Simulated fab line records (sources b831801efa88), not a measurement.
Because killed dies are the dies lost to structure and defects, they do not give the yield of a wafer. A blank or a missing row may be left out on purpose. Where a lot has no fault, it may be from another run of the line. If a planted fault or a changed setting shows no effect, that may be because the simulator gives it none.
fab line records	flow sky130
record lots=6	wafers=18	last_day=50
route steps=708 shown SPACER@305 POLY_CUT@307 SD_P@320 RES_XHIGH@332 SD_N@342
lots untouched by any fault: they come from a run of this same line in which no faults occurred
start_h: the number of hours between the record's first day and the start of the first shown wafer of the lot	wait_h: how many hours have passed since the lot's step before this one	" identical to the entry in the row above	L1.1+2: one row covering several wafers at once	- no value, or no start was given	* or withheld: withheld	< > ~ a bound
route shown NAME@n: a module of which the file shows steps, and the number in the route of the first	usual: mean and standard deviation over wafers with no fault	same: alike in all rows	chamber/n: place in a boat	sites: readings site by site	_std_site: the values' standard deviation	_edge_site: the outer-site mean with the inner-site mean subtracted	radius_mm: for every site, how far away it sits from the centre of the wafer	mask NAME#n: copy n	behind: the tool/chamber that last shaped the wafer	hold: what put the lot on hold/how long, in hours/how the hold closed	device: whichever transistor did not switch (one of n, p or np)	end of line: at the end of the route, the tests of the same wafers	a step without rows: its recipe alone	killed: count of dies lost to structure and defects at first sort (not the wafer's yield)	map: a wafer's dies, marking killed ones x, the rest . and places with no die _
set.NAME: the setting the step ran with; set.NAME@STEP: the setting that earlier step ran with	model.NAME: the simulator's own value behind a step, which no gauge read
lots at selected steps of the route; one table per step, one row per wafer
services: when a tool's chamber went out of use (start_h, in hours from the record's first day, below 0 if earlier), for how many hours, and the reason
## steps
# step SKY_SPACER_THK_MEAS_01
# recipe reads=Si3N4_of_SPACER_CVD_00
# usual SPACER_CVD_00_THK=43.1/0.39
lot.wafer	tool	chamber	start_h	wait_h	SPACER_CVD_00_THK[nm]
L535.2	film_metro-04	-	568.92	0.0	43.3
L535.5	"	-	"	"	43.3
L535.6	"	-	"	"	43.2
L537.3	film_metro-01	-	618.02	0.0	43.4
L537.5	"	-	"	"	43.0
L537.6	"	-	"	"	42.8
L548.1	film_metro-01	-	675.07	0.0	42.9
L548.3	"	-	"	"	42.7
L548.6	"	-	"	"	42.8
L547.3	film_metro-04	-	677.65	0.0	43.0
L547.5	"	-	"	"	42.9
L547.6	"	-	"	"	42.9
L549.4	film_metro-01	-	691.30	0.0	43.1
L549.5	"	-	"	"	43.3
L549.6	"	-	"	"	43.5
L553.2	film_metro-03	-	714.35	0.0	43.2
L553.3	"	-	"	"	42.3
L553.6	"	-	"	"	42.9
# step SKY_SPACER_ETCHBACK_02
# recipe chemistry=CH3F/O2	target=Si3N4	stop_on=SiO2	source_w=400	bias_w=80	pressure_mtorr=25	ch3f_flow_sccm=40	O2_flow_sccm=30	time_s=46.7	target_depth_a=450
# usual drypump_motor_current_A=5.6/0.5	oes_product_au=0.854/0.0069	throttle_valve_pct=10.563/0.0096
# same time_s=46.7
lot.wafer	tool	chamber	start_h	wait_h	drypump_motor_current_A	oes_product_au	rf_hours_counter_h	throttle_valve_pct
L535.2	rie_diel-04	1	568.97	0.0	6.0	0.855	28	10.565
L535.5	"	3	"	"	6.1	0.848	-	10.567
L535.6	"	2	"	"	6.2	0.855	-	10.551
L537.3	rie_diel-02	0	618.06	0.0	5.3	0.861	9	10.571
L537.5	"	1	"	"	6.2	0.852	-	10.564
L537.6	"	0	"	"	5.3	0.850	-	10.566
L548.1	rie_diel-01	1	675.13	0.1	5.5	0.850	51	10.568
L548.3	"	3	"	"	6.2	0.844	15	10.562
L548.6	"	1	"	"	5.5	0.845	-	10.563
L547.3	rie_diel-02	1	677.69	0.0	6.2	0.843	8	10.570
L547.5	"	3	"	"	4.8	0.855	-	10.561
L547.6	"	2	"	"	5.6	0.857	-	10.554
L549.4	rie_diel-01	3	691.33	0.0	6.1	0.864	16	10.551
L549.5	"	0	"	"	5.6	0.856	-	10.557
L549.6	"	3	"	"	6.1	0.868	-	10.541
L553.2	rie_diel-04	3	714.40	0.0	6.1	0.859	2	10.570
L553.3	"	2	"	"	6.2	0.849	28	10.569
L553.6	"	3	"	"	6.1	0.847	-	10.587
# step SKY_POLY_CUT_DEHYDRATE_00
# recipe temp_c=200	time_s=60
# step SKY_POLY_CUT_HMDS_01
# recipe prime_time_s=60	prime_temp_c=120
# step SKY_POLY_CUT_COAT_02
# recipe resist=BARC	temp_c=withheld	time_s=withheld	spin_rpm=3000	resist_thk_nm=60
# step SKY_POLY_CUT_COAT_03
# recipe resist=KrF-thick	spin_rpm=3000	resist_thk_nm=450
# step SKY_POLY_CUT_SOFTBAKE_04
# recipe temp_c=100	time_s=90	resist=KrF-thick
# step SKY_POLY_CUT_EXPOSE_05
# recipe mask_id=NPCM	na=0.8	source_shape=annular	sigma_inner=0.55	sigma_outer=0.85	target_cd_nm=270	dose_mj=32
# step SKY_POLY_CUT_PEB_06
# recipe peb_temp_c=withheld	peb_time_s=withheld	resist=KrF-thick
# step SKY_POLY_CUT_DEVELOP_07
# recipe develop_time_s=60	resist=KrF-thick	dev_temp_c=21
# step SKY_POLY_CUT_CD_MEAS_08
# recipe target_cd_nm=270
# usual cd_nm=270.1/1.2
lot.wafer	tool	chamber	start_h	wait_h	cd_nm
L535.2	cd_sem-01	-	598.54	-	268.5
L535.5	"	-	"	"	266.9
L535.6	"	-	"	"	268.0
L537.3	cd_sem-02	-	646.80	-	270.3
L537.5	"	-	"	"	271.2
L537.6	"	-	"	"	270.0
L548.1	cd_sem-01	-	702.67	-	271.3
L548.3	"	-	"	"	270.5
L548.6	"	-	"	"	270.3
L547.3	cd_sem-01	-	705.75	-	270.3
L547.5	"	-	"	"	270.4
L547.6	"	-	"	"	270.6
L549.4	cd_sem-02	-	718.68	-	270.7
L549.5	"	-	"	"	270.9
L549.6	"	-	"	"	271.8
L553.2	cd_sem-02	-	741.74	-	268.3
L553.3	"	-	"	"	269.7
L553.6	"	-	"	"	269.5
# step SKY_POLY_CUT_OVL_MEAS_09
# usual POLY_CUT_OVL=4/6.7
lot.wafer	tool	chamber	start_h	wait_h	POLY_CUT_OVL[nm]
L535.2	overlay-01	-	598.65	0.1	5
L535.5	"	-	"	"	-10
L535.6	"	-	"	"	5
L537.3	overlay-02	-	646.89	0.1	12
L537.5	"	-	"	"	0
L537.6	"	-	"	"	13
L548.1	overlay-02	-	702.79	0.1	3
L548.3	"	-	"	"	5
L548.6	"	-	"	"	1
L547.3	overlay-01	-	705.84	0.1	5
L547.5	"	-	"	"	2
L547.6	"	-	"	"	14
L549.4	overlay-02	-	718.76	0.1	-3
L549.5	"	-	"	"	2
L549.6	"	-	"	"	-6
L553.2	overlay-02	-	741.85	0.1	9
L553.3	"	-	"	"	12
L553.6	"	-	"	"	13
# step SKY_POLY_CUT_ETCH_10
# recipe chemistry=N2/H2	target=BARC	ion_energy_ev=200	source_w=500	bias_w=100	pressure_mtorr=30	n2_flow_sccm=100	h2_flow_sccm=200	stop_on=SiO2	time_s=45.9	target_depth_a=600
# usual drypump_motor_current_A=5.6/0.38	oes_product_au=0.855/0.0049	throttle_valve_pct=13.225/0.0089
# same time_s=45.9
lot.wafer	tool	chamber	start_h	wait_h	drypump_motor_current_A	oes_product_au	rf_hours_counter_h	throttle_valve_pct	model.etch.depth_nm	model.KrF-thick_of_POLY_CUT_COAT_03.thk_nm	model.POLY_CUT.cd_nm
L535.2	rie_diel-03	3	598.68	0.0	5.2	0.847	11	13.221	59.97	410.4	268.1
L535.5	"	0	"	"	5.3	0.855	-	13.235	60.12	410.5	266.4
L535.6	"	1	"	"	5.9	0.850	-	13.215	59.87	409.5	268.2
L537.3	rie_diel-01	3	646.92	0.0	6.1	0.853	15	13.221	60.31	407.6	270.2
L537.5	"	0	"	"	5.6	0.857	-	13.223	60.19	408.1	271.9
L537.6	"	3	"	"	6.2	0.863	-	13.233	60.16	408.2	269.8
L548.1	rie_diel-01	2	702.83	0.0	5.7	0.853	50	13.255	60.17	409	271.3
L548.3	"	0	"	"	5.6	0.720	0	13.219	42.35	423.3	266.4
L548.6	"	2	"	"	5.7	0.856	-	13.219	60.05	410.8	270.7
L547.3	rie_diel-01	2	705.87	0.0	5.7	0.713	50	13.206	42.84	421.3	266.6
L547.5	"	2	"	"	5.7	0.860	-	13.223	60.09	407.8	270.6
L547.6	"	3	"	"	6.1	0.854	-	13.210	60.03	407.8	270
L549.4	rie_diel-03	3	718.78	0.0	5.2	0.861	14	13.217	60.37	409.2	271.3
L549.5	"	0	"	"	5.3	0.848	-	13.226	60.11	409	272.1
L549.6	"	1	"	"	6.0	0.857	-	13.221	60.3	410.4	272.2
L553.2	rie_diel-03	1	741.88	0.0	5.9	0.857	11	13.224	59.8	407.6	269
L553.3	"	3	"	"	5.2	0.851	14	13.221	59.88	407.9	270.1
L553.6	"	0	"	"	5.3	0.853	-	13.213	59.86	407.7	269.5
# step SKY_POLY_CUT_ETCH_11
# recipe target=Si3N4	chemistry=CF4/CH2F2/Ar	stop_on=poly-Si	source_w=600	bias_w=150	pressure_mtorr=40	cf4_flow_sccm=40	ch2f2_flow_sccm=20	Ar_flow_sccm=150	time_s=42.5	target_depth_a=600
# usual drypump_motor_current_A=5.6/0.39	oes_product_au=0.831/0.0063	throttle_valve_pct=14.995/0.0091
# same time_s=42.5
lot.wafer	tool	chamber	start_h	wait_h	drypump_motor_current_A	oes_product_au	rf_hours_counter_h	throttle_valve_pct	model.POLY_CUT.cd_nm
L535.2	rie_diel-03	3	598.72	0.0	5.2	0.820	11	15.005	268.3
L535.5	"	0	"	"	5.3	0.831	-	15.005	266.3
L535.6	"	1	"	"	5.9	0.820	-	14.997	268.3
L537.3	rie_diel-01	3	646.96	0.0	6.1	0.831	15	15.003	270.3
L537.5	"	0	"	"	5.6	0.830	-	14.989	271.8
L537.6	"	3	"	"	6.1	0.826	-	14.996	269.8
L548.1	rie_diel-01	2	702.87	0.0	5.7	0.832	50	14.982	271.3
L548.3	"	0	"	"	5.6	0.375	0	14.949	266.3
L548.6	"	2	"	"	5.7	0.835	-	14.994	270.6
L547.3	rie_diel-01	2	705.91	0.0	5.7	0.377	50	14.934	266.6
L547.5	"	2	"	"	5.7	0.831	-	15.001	270.6
L547.6	"	3	"	"	6.2	0.835	-	15.013	269.9
L549.4	rie_diel-03	3	718.82	0.0	5.2	0.827	14	14.995	271.3
L549.5	"	0	"	"	5.3	0.827	-	14.995	272.1
L549.6	"	1	"	"	5.9	0.826	-	14.993	272.3
L553.2	rie_diel-03	1	741.92	0.0	6.0	0.829	11	14.998	269
L553.3	"	3	"	"	5.2	0.825	14	14.998	270
L553.6	"	0	"	"	5.3	0.829	-	14.981	269.5
# step SKY_POLY_CUT_STRIP_12
# recipe chemistry=O2/N2	power_w=1400	pressure_mtorr=1500	platen_temp_c=withheld	o2_flow_sccm=3000	n2_flow_sccm=300	overash_fraction=0.5
# usual drypump_motor_current_A=5.2/0.51	oes_product_au=0.452/0.0047	strip_time_to_endpoint_s=5.360/0.017
lot.wafer	tool	chamber	start_h	wait_h	drypump_motor_current_A	oes_product_au	rf_hours_counter_h	strip_time_to_endpoint_s
L535.2	plasma_asher-01	1	598.76	0.0	6.1	0.453	45	5.374
L535.5	"	0	"	"	5.3	0.455	-	5.367
L535.6	"	1	"	"	6.0	0.456	-	5.382
L537.3	plasma_asher-01	0	647.03	0.1	5.3	0.454	-	5.344
L537.5	"	0	"	"	5.3	0.458	-	5.355
L537.6	"	1	"	"	6.1	0.456	-	5.362
L548.1	plasma_asher-03	0	702.91	0.0	5.9	0.450	22	5.381
L548.3	"	0	"	"	6.0	0.453	-	5.505
L548.6	"	0	"	"	6.0	0.450	-	5.386
L547.3	plasma_asher-03	1	705.98	0.1	5.0	0.457	-	5.497
L547.5	"	0	"	"	6.0	0.447	-	5.351
L547.6	"	1	"	"	5.1	0.453	-	5.374
L549.4	plasma_asher-01	1	718.90	0.1	6.0	0.455	-	5.353
L549.5	"	1	"	"	6.0	0.454	-	5.371
L549.6	"	0	"	"	5.3	0.445	-	5.389
L553.2	plasma_asher-04	1	741.96	0.0	4.7	0.456	94	5.338
L553.3	"	0	"	"	5.0	0.450	-	5.362
L553.6	"	1	"	"	4.7	0.450	-	5.341
# step SKY_SD_P_DEHYDRATE_00
# recipe temp_c=200	time_s=60
# step SKY_SD_P_HMDS_01
# recipe prime_time_s=60	prime_temp_c=120
# step SKY_SD_P_COAT_02
# recipe resist=NOVOLAK	spin_rpm=3000	resist_thk_nm=1140
# step SKY_SD_P_SOFTBAKE_03
# recipe temp_c=90	time_s=60	resist=NOVOLAK
# step SKY_SD_P_EXPOSE_04
# recipe mask_id=PSDM	na=0.6	source_shape=conventional	sigma_outer=0.6	polarization=unpolarized	target_cd_nm=380	dose_mj=138
# step SKY_SD_P_PEB_05
# recipe temp_c=withheld	time_s=*	resist=NOVOLAK
# step SKY_SD_P_DEVELOP_06
# recipe resist=NOVOLAK	developer=TMAH	develop_time_s=60	dev_temp_c=23.93
# step SKY_SD_P_CD_MEAS_07
# recipe target_cd_nm=380
# usual cd_nm=378.9/2.5
lot.wafer	tool	chamber	start_h	wait_h	cd_nm
L535.2	cd_sem-01	-	626.83	0.1	379.7
L535.5	"	-	"	"	379.2
L535.6	"	-	"	"	378.1
L537.3	cd_sem-02	-	676.13	0.1	376.2
L537.5	"	-	"	"	375.9
L537.6	"	-	"	"	376.2
L548.1	cd_sem-02	-	729.94	0.1	375.8
L548.3	"	-	"	"	376.1
L548.6	"	-	"	"	376.7
L547.3	cd_sem-02	-	732.88	0.1	375.3
L547.5	"	-	"	"	375.2
L547.6	"	-	"	"	376.0
L549.4	cd_sem-02	-	746.00	0.1	377.9
L549.5	"	-	"	"	382.0
L549.6	"	-	"	"	382.4
L553.2	cd_sem-02	-	768.16	0.1	380.8
L553.3	"	-	"	"	380.5
L553.6	"	-	"	"	381.7
# step SKY_SD_P_OVL_MEAS_08
# usual SD_P_OVL=0.3/1.3
lot.wafer	tool	chamber	start_h	wait_h	SD_P_OVL[nm]
L535.2	overlay-01	-	626.94	0.1	1.6
L535.5	"	-	"	"	0.4
L535.6	"	-	"	"	-1.6
L537.3	overlay-02	-	676.22	0.1	-0.9
L537.5	"	-	"	"	-0.7
L537.6	"	-	"	"	-1.2
L548.1	overlay-02	-	730.06	0.1	1.1
L548.3	"	-	"	"	0.0
L548.6	"	-	"	"	1.1
L547.3	overlay-02	-	732.97	0.1	0.6
L547.5	"	-	"	"	1.5
L547.6	"	-	"	"	0.5
L549.4	overlay-02	-	746.08	0.1	0.2
L549.5	"	-	"	"	-0.6
L549.6	"	-	"	"	-1.1
L553.2	overlay-01	-	768.26	0.1	1.3
L553.3	"	-	"	"	0.9
L553.6	"	-	"	"	1.9
# step SKY_SD_P_IMPLANT_09
# recipe species=BF2	energy_kev=20	dose_cm2=3e+15	tilt_deg=0
# step SKY_SD_P_STRIP_10
# recipe chemistry=O2/N2	power_w=1400	pressure_mtorr=1500	platen_temp_c=withheld	o2_flow_sccm=3000	n2_flow_sccm=300	overash_fraction=0.5
# usual drypump_motor_current_A=5.5/0.58	oes_product_au=0.618/0.0044	strip_time_to_endpoint_s=17.52/0.044
lot.wafer	tool	chamber	start_h	wait_h	drypump_motor_current_A	oes_product_au	rf_hours_counter_h	strip_time_to_endpoint_s
L535.2	plasma_asher-01	0	627.12	0.1	5.3	0.618	48	17.58
L535.5	"	0	"	"	5.3	0.619	-	17.49
L535.6	"	1	"	"	6.1	0.615	-	17.60
L537.3	plasma_asher-04	0	676.43	0.1	5.0	0.609	-	17.50
L537.5	"	1	"	"	4.7	0.613	-	17.49
L537.6	"	0	"	"	5.0	0.608	-	17.50
L548.1	plasma_asher-02	0	730.25	0.1	5.8	0.620	105	17.53
L548.3	"	0	"	"	5.8	0.613	-	17.50
L548.6	"	1	"	"	6.2	0.624	-	17.52
L547.3	plasma_asher-02	1	733.18	0.1	6.2	0.620	-	17.50
L547.5	"	0	"	"	5.8	0.620	-	17.49
L547.6	"	1	"	"	6.2	0.615	-	17.49
L549.4	plasma_asher-02	0	746.28	0.1	5.7	0.620	-	17.47
L549.5	"	1	"	"	6.2	0.625	-	17.53
L549.6	"	0	"	"	5.8	0.613	-	17.46
L553.2	plasma_asher-02	1	768.44	0.1	6.2	0.615	2	17.50
L553.3	"	0	"	"	5.8	0.623	-	17.47
L553.6	"	0	"	"	5.8	0.611	-	17.49
# step SKY_SD_P_TW_MEAS_11
# usual SD_P_TW=2828/14
lot.wafer	tool	chamber	start_h	wait_h	SD_P_TW
L535.2	film_metro-02	-	627.23	0.1	2813
L535.5	"	-	"	"	2819
L535.6	"	-	"	"	2810
L537.3	film_metro-04	-	676.51	0.1	2834
L537.5	"	-	"	"	2825
L537.6	"	-	"	"	2806
L548.1	film_metro-02	-	730.35	0.1	2824
L548.3	"	-	"	"	2839
L548.6	"	-	"	"	2836
L547.3	film_metro-01	-	733.26	0.1	2816
L547.5	"	-	"	"	2837
L547.6	"	-	"	"	2822
L549.4	film_metro-01	-	746.38	0.1	2868
L549.5	"	-	"	"	2843
L549.6	"	-	"	"	2850
L553.2	film_metro-02	-	768.55	0.1	2807
L553.3	"	-	"	"	2805
L553.6	"	-	"	"	2816
# step SKY_RES_XHIGH_DEHYDRATE_00
# recipe temp_c=200	time_s=60
# step SKY_RES_XHIGH_HMDS_01
# recipe prime_time_s=60	prime_temp_c=120
# step SKY_RES_XHIGH_COAT_02
# recipe resist=NOVOLAK	spin_rpm=3000	resist_thk_nm=1140
# step SKY_RES_XHIGH_SOFTBAKE_03
# recipe temp_c=90	time_s=60	resist=NOVOLAK
# step SKY_RES_XHIGH_EXPOSE_04
# recipe mask_id=URPM	na=0.6	source_shape=conventional	sigma_outer=0.6	polarization=unpolarized	target_cd_nm=1270	dose_mj=140
# step SKY_RES_XHIGH_PEB_05
# recipe temp_c=withheld	time_s=*	resist=NOVOLAK
# step SKY_RES_XHIGH_DEVELOP_06
# recipe resist=NOVOLAK	developer=TMAH	develop_time_s=60	dev_temp_c=23
# step SKY_RES_XHIGH_IMPLANT_07
# recipe species=BF2	energy_kev=20	dose_cm2=3.6e+14	tilt_deg=0
# step SKY_RES_XHIGH_STRIP_08
# recipe chemistry=O2/N2	power_w=1400	pressure_mtorr=1500	platen_temp_c=withheld	o2_flow_sccm=3000	n2_flow_sccm=300	overash_fraction=0.5
# usual drypump_motor_current_A=5.5/0.58	oes_product_au=0.710/0.0046	strip_time_to_endpoint_s=14.28/0.042
lot.wafer	tool	chamber	start_h	wait_h	drypump_motor_current_A	oes_product_au	rf_hours_counter_h	strip_time_to_endpoint_s
L535.2	plasma_asher-02	1	656.08	0.1	6.2	0.708	98	14.31
L535.5	"	1	"	"	6.2	0.720	-	14.36
L535.6	"	0	"	"	5.8	0.711	-	14.27
L537.3	plasma_asher-02	1	704.38	0.1	6.2	0.713	-	14.36
L537.5	"	1	"	"	6.2	0.712	-	14.31
L537.6	"	0	"	"	5.8	0.707	-	14.31
L548.1	plasma_asher-02	1	756.79	0.1	6.2	0.719	1	14.25
L548.3	"	0	"	"	5.8	0.707	-	14.33
L548.6	"	0	"	"	5.8	0.710	-	14.28
L547.3	plasma_asher-03	0	760.38	0.1	6.0	0.708	-	14.23
L547.5	"	0	"	"	6.0	0.709	-	14.25
L547.6	"	1	"	"	5.0	0.717	-	14.22
L549.4	plasma_asher-03	1	773.02	0.1	5.0	0.707	-	14.27
L549.5	"	0	"	"	6.0	0.704	-	14.29
L549.6	"	1	"	"	5.1	0.710	-	14.29
L553.2	plasma_asher-02	0	794.57	0.1	5.8	0.713	5	14.24
L553.3	"	0	"	"	5.8	0.707	-	14.25
L553.6	"	1	"	"	6.2	0.718	-	14.20
# step SKY_RES_XHIGH_TW_MEAS_09
# usual RES_XHIGH_TW=1643/8.4
lot.wafer	tool	chamber	start_h	wait_h	RES_XHIGH_TW
L535.2	film_metro-02	-	656.19	0.1	1631
L535.5	"	-	"	"	1633
L535.6	"	-	"	"	1637
L537.3	film_metro-02	-	704.46	0.1	1639
L537.5	"	-	"	"	1640
L537.6	"	-	"	"	1637
L548.1	film_metro-04	-	756.89	0.1	1642
L548.3	"	-	"	"	1640
L548.6	"	-	"	"	1643
L547.3	film_metro-01	-	760.46	0.1	1661
L547.5	"	-	"	"	1652
L547.6	"	-	"	"	1655
L549.4	film_metro-01	-	773.12	0.1	1662
L549.5	"	-	"	"	1645
L549.6	"	-	"	"	1656
L553.2	film_metro-01	-	794.68	0.1	1641
L553.3	"	-	"	"	1648
L553.6	"	-	"	"	1647
# step SKY_SD_N_DEHYDRATE_00
# recipe temp_c=200	time_s=60
# step SKY_SD_N_HMDS_01
# recipe prime_time_s=60	prime_temp_c=120
# step SKY_SD_N_COAT_02
# recipe resist=NOVOLAK	spin_rpm=3000	resist_thk_nm=1140
# step SKY_SD_N_SOFTBAKE_03
# recipe temp_c=90	time_s=60	resist=NOVOLAK
# step SKY_SD_N_EXPOSE_04
# recipe mask_id=NSDM	na=0.6	source_shape=conventional	sigma_outer=0.6	polarization=unpolarized	target_cd_nm=380	dose_mj=141
# step SKY_SD_N_CD_MEAS_07
# recipe target_cd_nm=380
# usual cd_nm=380.0/2.2
lot.wafer	tool	chamber	start_h	wait_h	cd_nm
L535.2	cd_sem-01	-	683.93	0.1	383.7
L535.5	"	-	"	"	385.1
L535.6	"	-	"	"	383.7
L537.3	cd_sem-02	-	731.26	0.1	380.0
L537.5	"	-	"	"	378.6
L537.6	"	-	"	"	382.5
L548.1	cd_sem-01	-	783.74	0.1	376.4
L548.3	"	-	"	"	-
L548.6	"	-	"	"	378.2
L547.3	cd_sem-01	-	786.90	0.1	-
L547.5	"	-	"	"	385.2
L547.6	"	-	"	"	383.3
L549.4	cd_sem-01	-	799.52	0.1	381.3
L549.5	"	-	"	"	382.8
L549.6	"	-	"	"	382.3
L553.2	cd_sem-01	-	821.18	0.1	383.3
L553.3	"	-	"	"	379.5
L553.6	"	-	"	"	382.0
# step SKY_SD_N_OVL_MEAS_08
# usual SD_N_OVL=0.8/1.3
lot.wafer	tool	chamber	start_h	wait_h	SD_N_OVL[nm]
L535.2	overlay-02	-	684.04	0.1	1.8
L535.5	"	-	"	"	2.6
L535.6	"	-	"	"	1.5
L537.3	overlay-01	-	731.36	0.1	1.1
L537.5	"	-	"	"	0.1
L537.6	"	-	"	"	1.1
L548.1	overlay-02	-	783.86	0.1	3.1
L548.3	"	-	"	"	-
L548.6	"	-	"	"	1.4
L547.3	overlay-02	-	786.99	0.1	-
L547.5	"	-	"	"	1.8
L547.6	"	-	"	"	2.0
L549.4	overlay-02	-	799.60	0.1	3.8
L549.5	"	-	"	"	4.0
L549.6	"	-	"	"	1.9
L553.2	overlay-02	-	821.29	0.1	0.0
L553.3	"	-	"	"	1.6
L553.6	"	-	"	"	0.9
## services
tool	chamber	start_h	hours	kind
plasma_asher-03	-	576.64	2.3	repair
rie_diel-04	1	598.68	19.1	repair
rie_diel-02	0	603.50	1.5	repair
plasma_asher-03	-	609.13	39.3	pm
rie_diel-04	3	628.29	2.0	repair
plasma_asher-04	-	628.39	2.8	pm
rie_diel-01	3	630.12	9.4	repair
plasma_asher-01	-	634.31	2.8	pm
rie_diel-03	1	639.04	5.1	repair
rie_diel-02	3	639.76	2.1	repair
rie_diel-02	2	642.40	4.2	repair
rie_diel-01	1	658.16	2.6	repair
rie_diel-02	3	659.41	3.1	repair
rie_diel-02	0	664.67	1.5	repair
rie_diel-01	2	666.44	6.0	repair
rie_diel-01	0	672.46	-	clean
rie_diel-01	0	672.46	15.5	scheduled_down
rie_diel-01	0	672.46	15.5	vent_cycle
rie_diel-02	2	696.23	15.7	repair
rie_diel-02	1	705.95	8.6	repair
plasma_asher-02	-	733.75	9.0	pm
rie_diel-01	2	744.94	5.6	repair
plasma_asher-02	-	781.15	2.8	pm
rie_diel-01	-	791.76	2.8	pm
## key
first_sign step=SKY_POLY_CUT_ETCH_10	reading=oes_product_au	direction=down	sigmas=28	usual=0.855	struck=0.716
effect step=SKY_POLY_CUT_ETCH_11	reading=oes_product_au	direction=down	sigmas=72	usual=0.831	struck=0.376
effect step=SKY_POLY_CUT_STRIP_12	reading=strip_time_to_endpoint_s	direction=up	sigmas=8.4	usual=*	struck=*
effect step=SKY_SD_N_CD_MEAS_07	reading=cd_nm	direction=missing
effect step=SKY_SD_N_OVL_MEAS_08	reading=SD_N_OVL	direction=missing
model_effect step=SKY_POLY_CUT_ETCH_10	value=etch.depth_nm	without=60.1	struck=42.59
model_effect step=SKY_POLY_CUT_ETCH_11	value=POLY_CUT.cd_nm	without=270.4	struck=266.5
met_at SKY_POLY_CUT_ETCH_10
struck_wafers L547.3,L548.3
sort_left_out L547.3,L548.3
tester_left_out L547,L548
onset_between 646.92 702.83
fault kind=process_parameter_drift	tool=rie_diel-01	chamber=-	onset_h=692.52	steps=SKY_POLY_CUT_ETCH_10	channel=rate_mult	offset=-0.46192	shape=step	end_h=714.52	scope=struck_wafers_only
# tester_left_out: of these lots the tester's yield and bins aren't shown, on N5 and GAA mostly nor the transistor test; their killed dies are dies lost to structure and defects alone, not to doping, threshold or leakage, so they don't give the yield
# sort_left_out: the simulated sort isn't trusted on such a fault, so these wafers' sort isn't shown, and their yield isn't known
